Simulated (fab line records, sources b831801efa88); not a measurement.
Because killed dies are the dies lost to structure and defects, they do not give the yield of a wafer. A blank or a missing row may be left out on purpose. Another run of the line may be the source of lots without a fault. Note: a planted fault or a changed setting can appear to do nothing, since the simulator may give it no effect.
Struck lot and sound lot, side by side | flow sfq_line | 41 steps out of a route of 325
Sound: the wafers L956.2, L956.3, L956.6. Struck: wafers L948.4, L948.5. (L948.1 of the same lot was not struck and is left out.) The cause comes at the end.
Each step with rows lists, per side, the tool, then ch with its chambers, then its first start. Under that, the readings that differ: sound wafers | struck wafers | difference of the means | sigmas: that difference in standard deviations of wafers without a fault.
alike: words and numbers the same on both sides, and readings whose means are apart by under 2 such deviations; not compared: readings that were withheld, readings missing a value for some wafer, numbers with overlapping values and no deviation given by the record, and bounds like >300 which may hide the same value.
A row with sigmas, a row that says differs or no value, or rows on one side alone: a step with any of these is where the two part. Non-overlapping numbers with no deviation appear without sigmas and do not part them. A reading that every wafer of one side lacks parts them only if that side has two wafers or more.

SFQ_I1_OVL_MEAS_913:
  struck on overlay-02, day 20 12:17; sound on overlay-01, day 24 07:13
  alike: I1_OVL
SFQ_TRILAYER_I1_VIA_BARC_OPEN_VIA_ETCH_071: etches BARC in O2, target depth 125 nm, time 41.7 s.
  sound on rie_diel-04 ch 0,3, day 24 07:14; struck on rie_diel-02 ch 1,3, day 20 12:19
  alike: bias_w, drypump_motor_current_A, oes_product_au
  not compared: rf_hours_counter_h
then, 4 steps without rows for these wafers: SFQ_TRILAYER_I1_VIA_ETCH_VIA_ETCH_052 (etches SiO2 in CHF3, stops on Nb, target depth 260 nm); SFQ_TRILAYER_I1_VIA_STRIP_STRIP_053 (strips in O2); SFQ_TRILAYER_I1_VIA_STRIP_SOLV_CLEAN_054 (cleans in NMP, time 600 s); SFQ_TRILAYER_M2_DEP_PRE_CLEAN_056 (time 22.5 s).
SFQ_TRILAYER_M2_DEP_SPUTTER_055: material Nb, target thk 200 nm, time 133.3 s.
  struck on pvd_sputter-05, day 20 13:17; sound on pvd_sputter-06, day 24 08:12
  alike: throttle_valve_pct
SFQ_M2_RS_MEAS_914: measurement is done with a four-point probe.
  struck on film_metro-02, day 20 13:22; sound on film_metro-02, day 24 08:19
  alike: M2_NB_RS
then, 3 steps without rows for these wafers: SFQ_TRILAYER_M2_LITHO_COAT_062 (resist thk 62 nm); SFQ_TRILAYER_M2_LITHO_COAT_057 (resist thk 600 nm); SFQ_TRILAYER_M2_LITHO_SOFTBAKE_061.
-- the record jumps here: 6 days lie between the struck wafers' starts before and after --
SFQ_TRILAYER_M2_LITHO_EXPOSE_058: exposes mask M2, target cd 500 nm.
  sound on krf_scanner-02 ch 0, day 30 11:59; struck on krf_scanner-02 ch 0, day 26 09:38
  alike: mask, reticle_temp_C
then, 2 steps without rows for these wafers: SFQ_TRILAYER_M2_LITHO_PEB_060 (peb time 60 s); SFQ_TRILAYER_M2_LITHO_DEVELOP_059 (time 60 s).
SFQ_M2_OVL_MEAS_916:
  struck on overlay-02, day 26 11:08; sound on overlay-01, day 30 13:17
  alike: M2_OVL
SFQ_TRILAYER_M2_BARC_OPEN_METAL_ETCH_077: etches BARC in O2, target depth 125 nm, time 41.7 s.
  sound on rie_metal-02 ch 0,1, day 30 13:19; struck on rie_metal-04 ch 0,1, day 26 11:11
  reading             | sound           | struck      | difference | sigmas
  model.M2.cd_nm (nm) | 498.4 500 500.2 | 479.2 478.1 | -20.9      |
  alike: bias_w, drypump_motor_current_A, oes_product_au
  not compared: rf_hours_counter_h
SFQ_TRILAYER_M2_ETCH_METAL_ETCH_060: etches Nb in Cl2/Ar, stops on SiO2, target depth 240 nm, time 120 s.
  sound on rie_metal-02 ch 0,1, day 30 13:23; struck on rie_metal-04 ch 0,1, day 26 11:14
  reading             | sound             | struck      | difference | sigmas
  model.M2.cd_nm (nm) | 501.6 501.3 502.9 | 478.8 478.4 | -23.3      |
  alike: bias_w, drypump_motor_current_A, oes_product_au
  not compared: rf_hours_counter_h
then, 2 steps without rows for these wafers: SFQ_TRILAYER_M2_STRIP_STRIP_061 (strips in O2); SFQ_TRILAYER_M2_STRIP_SOLV_CLEAN_062 (cleans in NMP, time 600 s).
SFQ_TRILAYER_I2_DEP_PECVD_063: deposits SiO2 from SiH4/N2O, time 111.11 s, target thk 500 nm.
  sound on pecvd-02 ch 1,2, day 30 14:28; struck on pecvd-02 ch 0,1, day 26 12:08
  alike: chamber_pressure_Torr, heater_power_w, showerhead_vpp_V, throttle_valve_pct
then, 1 step without rows for these wafers: SFQ_TRILAYER_I2_CMP_CMP_064 (polishes SiO2).
SFQ_I2_BOW_MEAS_917:
  struck on film_metro-04, day 26 15:13; sound on film_metro-04, day 30 19:04
  alike: I2_BOW
then, 7 steps without rows for these wafers: SFQ_TRILAYER_I2_METRO_MEASURE_065; SFQ_TRILAYER_I2_VIA_LITHO_COAT_072 (resist thk 62 nm); SFQ_TRILAYER_I2_VIA_LITHO_COAT_067 (resist thk 650 nm); SFQ_TRILAYER_I2_VIA_LITHO_SOFTBAKE_071; SFQ_TRILAYER_I2_VIA_LITHO_EXPOSE_068 (exposes mask I2, target cd 500 nm); SFQ_TRILAYER_I2_VIA_LITHO_PEB_070 (peb time 60 s); SFQ_TRILAYER_I2_VIA_LITHO_DEVELOP_069 (time 60 s).
-- the record jumps here: 7 days lie between the struck wafers' starts before and after --
SFQ_I2_OVL_MEAS_918:
  struck on overlay-01, day 33 10:04; sound on overlay-02, day 37 12:46
  alike: I2_OVL
SFQ_TRILAYER_I2_VIA_BARC_OPEN_VIA_ETCH_096: etches BARC in O2, target depth 125 nm, time 41.7 s.
  sound on rie_diel-01 ch 1,2,3, day 37 12:48; struck on rie_diel-04 ch 0, day 33 10:07
  alike: bias_w, drypump_motor_current_A, oes_product_au
  not compared: rf_hours_counter_h
SFQ_TRILAYER_I2_VIA_ETCH_VIA_ETCH_070: etches SiO2 in CHF3, stops on Nb, target depth 260 nm.
  sound on rie_diel-01 ch 1,2,3, day 37 12:50; struck on rie_diel-04 ch 0, day 33 10:09
  alike: bias_w, drypump_motor_current_A, oes_product_au
then, 4 steps without rows for these wafers: SFQ_TRILAYER_I2_VIA_STRIP_STRIP_071 (strips in O2); SFQ_TRILAYER_I2_VIA_STRIP_SOLV_CLEAN_072 (cleans in NMP, time 600 s); SFQ_TRILAYER_M3_DEP_PRE_CLEAN_074 (time 22.5 s); SFQ_TRILAYER_M3_DEP_SPUTTER_073 (material Nb, target thk 200 nm, time 133.3 s).
SFQ_M3_RS_MEAS_919: measurement is done with a four-point probe.
  struck on film_metro-03, day 33 11:10; sound on film_metro-04, day 37 13:52
  alike: M3_NB_RS
then, 3 steps without rows for these wafers: SFQ_TRILAYER_M3_LITHO_COAT_080 (resist thk 62 nm); SFQ_TRILAYER_M3_LITHO_COAT_075 (resist thk 600 nm); SFQ_TRILAYER_M3_LITHO_SOFTBAKE_079.
-- the record jumps here: 52 days lie between the struck wafers' starts before and after --
SFQ_M8_BOW_MEAS_951:
  struck on film_metro-02, day 85 06:46; sound on film_metro-04, day 88 06:19
  reading               | sound             | struck      | difference | sigmas
  model.etest.m2.ohm_um | 1.812 1.798 1.796 | 1.849 1.872 | +0.058     |
  alike: M8_BOW

## WHERE THEY PART
Nowhere in this record.

WHY: the cause the simulator had injected
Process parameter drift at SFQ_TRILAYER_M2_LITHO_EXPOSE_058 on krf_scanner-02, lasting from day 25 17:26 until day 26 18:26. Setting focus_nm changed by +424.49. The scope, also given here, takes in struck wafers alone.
